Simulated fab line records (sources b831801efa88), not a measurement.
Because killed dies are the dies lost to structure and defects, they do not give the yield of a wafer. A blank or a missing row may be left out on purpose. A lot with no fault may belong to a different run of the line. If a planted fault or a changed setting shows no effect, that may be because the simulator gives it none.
2 desks, one fault || flow sfqLine || every desk sees just its own numbers, and what lay behind them comes last

== METROLOGY DESK ==
What the gauges read for every lot (on any tool): the sampled wafers with a number, averaged. Any lot whose mean is over 4 standard deviations away from the usual mean is out of limits and marked OUT; that distance is given in the brackets.
Columns: A = M6_NB_RS at SFQ_M6_RS_MEAS_938, usual 0.886 ohm/sq; B = M6_OVL at SFQ_M6_OVL_MEAS_940, usual -2 nm
{"lot": "L283", "first seen here": "day 65 06:59", "A": 0.885, "B": 1}
{"lot": "L284", "first seen here": "day 68 19:20", "A": 0.904, "B": 4}
{"lot": "L295", "first seen here": "day 77 22:50", "A": 0.884, "B": -1}
{"lot": "L296", "first seen here": "day 78 04:50", "A": 0.880, "B": 6}
{"lot": "L298", "first seen here": "day 78 12:00", "A": 0.897, "B": -6}
{"lot": "L303", "first seen here": "day 79 20:55", "A": 0.888, "B": 1}
This desk's finding: nothing out of limits on any of the 6 lots.

== THE TOOL OWNER'S DESK: lithoTrack-02 ==
The tool's own readings at SFQ_TRILAYER_M6_LITHO_PEB_162 (peb time 60 s): means of the sampled wafers that have a number, for each lot that ran on this tool. Any lot whose mean is over 4 standard deviations away from the usual mean is out of limits and marked OUT; that distance is given in the brackets.
Columns: A = heaterPowerTotalW at SFQ_TRILAYER_M6_LITHO_PEB_162, usual 79.15 W; B = plateTempC at SFQ_TRILAYER_M6_LITHO_PEB_162, usual 115.00 C
{"lot": "L283", "first seen here": "day 70 15:59", "A": 79.13, "B": 115.25}
{"lot": "L284", "first seen here": "day 73 15:50", "A": 79.13, "B": 114.90}
{"lot": "L295", "first seen here": "day 81 18:39", "A": "79.76 (+10) OUT", "B": 114.77}
{"lot": "L298", "first seen here": "day 82 08:48", "A": "80.25 (+19) OUT", "B": 114.91}
This desk finds L295, L298 out of limits, L295 being first, at day 81 18:39 (heaterPowerTotalW at SFQ_TRILAYER_M6_LITHO_PEB_162). In limits: L283, L284.

== PUT TOGETHER ==
An alarm could have come from the tool owner's desk at day 81 18:39, on L295, L298.
The metrology desk saw nothing out of limits.
The metrology desk has L295, L298 on record, within its limits.
Every lot named ran SFQ_TRILAYER_M6_LITHO_PEB_162 on lithoTrack-02.

== WHAT THE SIMULATOR PUT IN ==
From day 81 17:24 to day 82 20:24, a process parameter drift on lithoTrack-02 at SFQ_TRILAYER_M6_LITHO_PEB_162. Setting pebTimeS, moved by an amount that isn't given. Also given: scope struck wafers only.
Shown lots that were struck: L295, L298.
Each desk's first reading out of limits, in hours after the fault started: the tool owner's desk, 1.
